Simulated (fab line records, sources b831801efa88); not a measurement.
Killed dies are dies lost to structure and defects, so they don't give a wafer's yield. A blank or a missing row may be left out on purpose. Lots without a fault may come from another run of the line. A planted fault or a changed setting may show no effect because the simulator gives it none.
A struck lot beside a sound one | flow sky130 | 14 steps out of a route of 708
Sound: wafers L392.4, L392.5, L392.6. Struck: wafer L397.1. (L397.2, L397.6 of the same lot were not struck and are left out.) The cause comes at the end.
At each step with rows: each side's tool, then ch and its chambers, then its first start. Under that, the readings that differ: sound wafers | struck wafers | difference of the means | sigmas: that difference in standard deviations of wafers without a fault.
alike: readings whose means differ by less than 2 such deviations, and words and numbers that are the same on both sides. not compared: withheld readings, readings that some wafer has no value for, bounds like >300 that may hide the same value, and numbers for which the record gives no deviation and whose values overlap.
The two part at a step that has a row with sigmas, a row that says differs or no value, or rows on one side only. Numbers that don't overlap but have no deviation are shown without sigmas and don't part them. A reading that every wafer of one side lacks parts them only if that side has two wafers or more.

SKY_VIA3_CD_MEAS_12: target cd 200 nm.
  sound on cd_sem-02, day 40 15:44; struck on cd_sem-02, day 42 09:56
  alike: cd_nm
SKY_VIA3_OVL_MEAS_13:
  sound on overlay-01, day 40 15:48; struck on overlay-01, day 42 10:03
  alike: VIA3_OVL
SKY_VIA3_ETCH_14: etches BARC in N2/H2, stops on SiO2, time 45.9 s, target depth 60 nm.
  sound on rie_diel-02 ch 0,3, day 40 15:49; struck on rie_diel-03 ch 0, day 42 10:05
  alike: drypump_motor_current_A, oes_product_au, throttle_valve_pct
  not compared: rf_hours_counter_h
SKY_VIA3_ETCH_15: etches SiO2 in C4F8/O2/Ar, stops on TiN, target depth 507 nm, time 78 s.
  sound on rie_diel-02 ch 0,3, day 40 15:52; struck on rie_diel-03 ch 0, day 42 10:08
  alike: oes_product_au
  not compared: rf_hours_counter_h
SKY_VIA3_STRIP_16: strips in O2/N2.
  sound on plasma_asher-04 ch 0,1, day 40 15:58; struck on plasma_asher-03 ch 0, day 42 10:11
  reading                     | sound             | struck | difference                   | sigmas
  drypump_motor_current_A (A) | 5.80 5.43 5.81    | 5.28   | -0.40                        | -2
  oes_product_au (a.u.)       | 0.403 0.407 0.399 | 0.413  | +0.010                       | +2
  rf_hours_counter_h (h)      | - - -             | 55     | no value on the sound wafers |
  alike: o2_flow_sccm, strip_time_to_endpoint_s
then, 3 steps without rows for these wafers: SKY_VIA3_STRIP_17 (strips in post etch residue remover, time 1200 s); SKY_VIA3_CLEAN_18 (cleans in IPA, time 180 s); SKY_VIA3_CLEAN_19 (cleans in O3/DIW).
SKY_VIA3_SPUTTER_20: material TiN, target thk 20 nm, time 80 s.
  sound on pvd_sputter-02, day 40 16:35; struck on pvd_sputter-03, day 42 10:47
  alike: throttle_valve_pct
then, 1 step without rows for these wafers: SKY_VIA3_CVD_21 (deposits W, target thk 390 nm, time 117.31 s).
SKY_VIA3_RS_MEAS_22: measures by four-point-probe.
  sound on film_metro-02, day 40 16:49; struck on film_metro-02, day 42 10:58
  alike: VIA3_W_RS
SKY_VIA3_THK_MEAS_23: measures by xrf.
  sound on film_metro-02, day 40 16:55; struck on film_metro-02, day 42 11:05
  alike: VIA3_W_THK
SKY_VIA3_CMP_24: polishes, stops on SiO2, t overpolish 20 s, target thk 0 nm.
  sound on cmp-01 ch 0,2,3, day 40 17:05; struck on cmp-01 ch 2, day 42 11:12
  reading                | sound                | struck | difference | sigmas
  overpolish_run_s (s)   | 20.013 19.996 19.998 | 0.043  | -19.959    | -99 or more
  time_to_endpoint_s (s) | 94 89 93             | 150    | +58        | +19
  alike: motor_current_A
SKY_METAL4_SPUTTER_00: material Ti, target thk 15 nm, time 10 s.
  the record has rows for the sound wafers here (pvd_sputter-03, day 40 17:16) and none for the struck ones

WHERE THEY PART
First at SKY_VIA3_STRIP_16; last, within this record, at SKY_METAL4_SPUTTER_00.

WHY: what the simulator had put in
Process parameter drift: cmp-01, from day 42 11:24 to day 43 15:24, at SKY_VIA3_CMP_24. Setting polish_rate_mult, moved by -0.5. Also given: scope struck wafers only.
